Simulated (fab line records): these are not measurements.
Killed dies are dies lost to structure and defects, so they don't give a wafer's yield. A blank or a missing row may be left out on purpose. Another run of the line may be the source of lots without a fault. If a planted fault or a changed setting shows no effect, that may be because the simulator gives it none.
A lot that was struck, set against a sound lot + flow gf180mcu + 21 steps out of a route of 602
Sound: these wafers, L835.3, L835.4, L835.6. Wafers L852.2, L852.3, L852.4 were the ones struck. The cause is named last.
Per side, at each step with rows, come the tool, then ch with its chambers, and then its first start. Under that, the readings that differ: sound wafers + struck wafers + difference of the means + sigmas: that difference in standard deviations of wafers without a fault.
alike: same words and numbers on both sides, and readings whose means sit less than 2 such deviations apart. not compared: any withheld reading, any reading some wafer has no value for, any bound like >300 that may hide the same value, and any number with overlapping values for which the record gives no deviation.
The two part at a step that has a row with sigmas, a row that says differs or no value, or rows on one side only. Non-overlapping numbers with no deviation appear without sigmas and do not part them. A reading missing from all wafers of one side parts the sides only when that side holds two or more wafers.

first, 4 steps without rows for these wafers: GF_VT_IMPLANT_SOFTBAKE_03 (time 60 s); GF_VT_IMPLANT_EXPOSE_04 (exposes mask LVPWELL LV AREA, target cd 600 nm); GF_VT_IMPLANT_PEB_05; GF_VT_IMPLANT_DEVELOP_06 (develop time 60 s).
GF_VT_IMPLANT_OVL_MEAS_07:
  sound on overlay-02, day 6 16:32; struck on overlay-01, day 11 01:52
  alike: VT_IMPLANT_OVL
after that, 1 step had no rows for these wafers: GF_VT_IMPLANT_IMPLANT_08.
GF_VT_IMPLANT_STRIP_09: strips in O2/N2.
  sound on plasmaAsher-04 ch 0,1, day 6 16:44; struck on plasmaAsher-03 ch 0,1, day 11 02:03
  alike: drypumpMotorCurrentA, heaterPowerW, oesProductAu, stripTimeToEndpointS
  not compared: rfHoursCounterH
GF_VT_IMPLANT_TW_MEAS_10:
  sound on filmMetro-01, day 6 16:49; struck on filmMetro-01, day 11 02:10
  alike: VT_IMPLANT_TW
then, 4 steps without rows for these wafers: GF_VT_IMPLANT_DEHYDRATE_11 (time 60 s); GF_VT_IMPLANT_HMDS_12 (prime time 60 s); GF_VT_IMPLANT_COAT_13 (resist thk 1000 nm); GF_VT_IMPLANT_SOFTBAKE_14 (time 60 s).
GF_VT_IMPLANT_EXPOSE_15: exposes mask Nwell LV AREA, target cd 860 nm.
  sound on ilineStepper-01 ch 0, day 7 00:49; struck on ilineStepper-01 ch 0, day 11 11:28
| reading | sound                                           | struck                  | difference | sigmas |
|---------|-------------------------------------------------|-------------------------|------------|--------|
| mask    | Nwell_LV_AREA#0 Nwell_LV_AREA#0 Nwell_LV_AREA#0 | MVPSD#0 MVPSD#0 MVPSD#0 | differs    |        |
then, 2 steps without rows for these wafers: GF_VT_IMPLANT_PEB_16; GF_VT_IMPLANT_DEVELOP_17 (develop time 60 s).
GF_VT_IMPLANT_OVL_MEAS_18:
  sound on overlay-02, day 7 08:34; struck on overlay-02, day 11 19:58
| reading                | sound         | struck | difference                    | sigmas |
|------------------------|---------------|--------|-------------------------------|--------|
| VT_IMPLANT_01_OVL (nm) | 0.2 -0.6 -0.5 | - - -  | no value on the struck wafers |        |
after that, 1 step had no rows for these wafers: GF_VT_IMPLANT_IMPLANT_19.
GF_VT_IMPLANT_STRIP_20: strips in O2/N2.
  sound on plasmaAsher-03 ch 0,1, day 7 08:47; struck on plasmaAsher-02 ch 0,1, day 11 20:08
  alike: drypumpMotorCurrentA, heaterPowerW, oesProductAu, stripTimeToEndpointS
  not compared: rfHoursCounterH
GF_VT_IMPLANT_TW_MEAS_21:
  sound on filmMetro-01, day 7 08:52; struck on filmMetro-01, day 11 20:15
| reading         | sound          | struck   | difference | sigmas      |
|-----------------|----------------|----------|------------|-------------|
| VT_IMPLANT_2_TW | 1207 1207 1205 | 30 30 30 | -1176      | -99 or more |
then, 1 step without rows for these wafers: GF_VT_IMPLANT_DEHYDRATE_22 (time 60 s).
-- record jumps: 23 days separate the struck wafers' starts on either side; left off in module VT_IMPLANT, taken up again in module PASSIVATION, whose first shown step is the route's number 602 --
GF_PASSIVATION_PROBE_99:
  only the struck wafers here have rows in the record (prober-01, day 34 20:30); the sound ones have none

## WHERE THEY PART
At GF_VT_IMPLANT_EXPOSE_15 first; at GF_PASSIVATION_PROBE_99 last (within this record only).

WHY: whatever the simulator had introduced
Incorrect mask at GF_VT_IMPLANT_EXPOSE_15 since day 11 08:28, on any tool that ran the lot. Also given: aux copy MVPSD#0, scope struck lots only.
